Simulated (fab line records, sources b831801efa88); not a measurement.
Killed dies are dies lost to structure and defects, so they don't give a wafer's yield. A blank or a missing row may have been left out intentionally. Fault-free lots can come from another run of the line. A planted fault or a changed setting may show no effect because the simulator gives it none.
A struck lot beside a sound one | flow sky130 | 22 steps out of a route of 708
Sound: wafers L255.2, L255.4, L255.5. Struck: wafers L252.2, L252.4, L252.6. At the end, the cause is stated.
Per side, at each step with rows, come the tool, then ch with its chambers, and then its first start. Under that, the readings that differ: sound wafers | struck wafers | difference of the means | sigmas: that difference in standard deviations of wafers without a fault.
alike: a reading whose means differ by less than 2 such deviations, as well as words and numbers matching on both sides. not compared: withheld readings; readings where some wafer has no value; bounds like >300 that might hide an equal value; numbers whose values overlap and for which the record gives no deviation.
The two part at a step that has a row with sigmas, a row that says differs or no value, or rows on one side only. Numbers that don't overlap but have no deviation are shown without sigmas and don't part them. Lack of a reading on every wafer of one side parts them only where that side has two or more wafers.

first, 1 step without rows for these wafers: SKY_POLY_GATE_OXIDATION_20 (stabilise 600 s, purge 300 s, target thk 4 nm).
SKY_POLY_GATE_THK_MEAS_21:
  sound on film-metro-04, day 22 20:04; struck on film-metro-03, day 21 19:06
  alike: POLY_GATE_OXIDATION_THK
SKY_POLY_GATE_CD_MEAS_22:
  sound on cd-sem-01, day 22 20:08; struck on cd-sem-02, day 21 19:10
  alike: cd-nm
then, 7 steps without rows for these wafers: SKY_LDD_N_DEHYDRATE_00 (time 60 s); SKY_LDD_N_HMDS_01 (prime time 60 s); SKY_LDD_N_COAT_02 (resist thk 300 nm); SKY_LDD_N_SOFTBAKE_03 (time 60 s); SKY_LDD_N_EXPOSE_04 (exposes mask NTM, target cd 840 nm); SKY_LDD_N_PEB_05; SKY_LDD_N_DEVELOP_06 (develop time 60 s).
SKY_LDD_N_OVL_MEAS_07:
  sound on overlay-02, day 24 02:25; struck on overlay-02, day 23 01:51
  alike: LDD_N_OVL
following that, these wafers have no rows for 1 step: SKY_LDD_N_IMPLANT_08.
SKY_LDD_N_IMPLANT_09:
  sound on implanter-01 ch 0, day 24 02:37; struck on implanter-02 ch 0, day 23 02:03
  reading            | sound                         | struck                        | difference | sigmas
  dose-ions-cm2      | 7.511e+13 7.511e+13 7.505e+13 | 1.229e+13 1.247e+13 1.225e+13 | -6.275e+13 | -99 or more
  faraday-current-uA | 418 427 419                   | 68 71 72                      | -351       | -42
  alike: end-station-pressure-torr
then, 6 steps without rows for these wafers: SKY_LDD_N_IMPLANT_10; SKY_LDD_N_IMPLANT_11; SKY_LDD_N_IMPLANT_12; SKY_LDD_N_IMPLANT_13; SKY_LDD_N_IMPLANT_14; SKY_LDD_N_IMPLANT_15.
SKY_LDD_N_STRIP_16: strips in O2/N2.
  sound on plasma-asher-03 ch 1, day 24 03:38; struck on plasma-asher-03 ch 0,1, day 23 03:05
  reading                      | sound             | struck            | difference | sigmas
  strip-time-to-endpoint-s (s) | 4.348 4.336 4.303 | 4.157 4.164 4.143 | -0.174     | -12
  alike: drypump-motor-current-A, o2-flow-sccm, oes-product-au
  not compared: rf-hours-counter-h
SKY_LDD_N_TW_MEAS_17:
  sound on film-metro-03, day 24 03:45; struck on film-metro-04, day 23 03:11
  reading  | sound          | struck         | difference | sigmas
  LDD_N_TW | 2564 2560 2558 | 2492 2495 2504 | -64        | -3
  not compared: hold
-- record jumps: 26 days separate the struck wafers' starts on either side; left off in module LDD_N, taken up again in module PAD_OPEN, whose first shown step is the route's number 708 --
SKY_PAD_OPEN_PROBE_99:
  sound on prober-02, day 49 19:52; struck on prober-01, day 49 05:25
  reading                           | sound             | struck            | difference | sigmas
  model.etest.tip-n.rs-ohm-sq       | 443.6 439.1 439.7 | 515.9 516.5 515.8 | +75.3      |
  model.etest.nfet_01v8.r-on-ohm-um | 822.9 819.2 833.5 | 858.5 837.8 852.5 | +24.4      |
  alike: killed_at_M0_to_M3, killed_at_M4_up, killed-at-contacts, killed-at-front-end, killed-at-other, killed-dies, killed-open, killed-short
  not compared: model.etest.nfet_01v8_swapped.drive-ua-um, model.etest.nfet_01v8_swapped.vt-sat-v, model.etest.nfet_01v8_turned.vt-v

## WHERE THEY PART
Last at SKY_LDD_N_TW_MEAS_17 as far as this record goes, first at SKY_LDD_N_IMPLANT_09. Later steps at which nothing parts them and some readings are alike: SKY_PAD_OPEN_PROBE_99.

WHY: whatever the simulator had introduced
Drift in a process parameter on implanter-02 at SKY_LDD_N_IMPLANT_09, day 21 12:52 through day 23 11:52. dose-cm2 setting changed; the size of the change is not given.
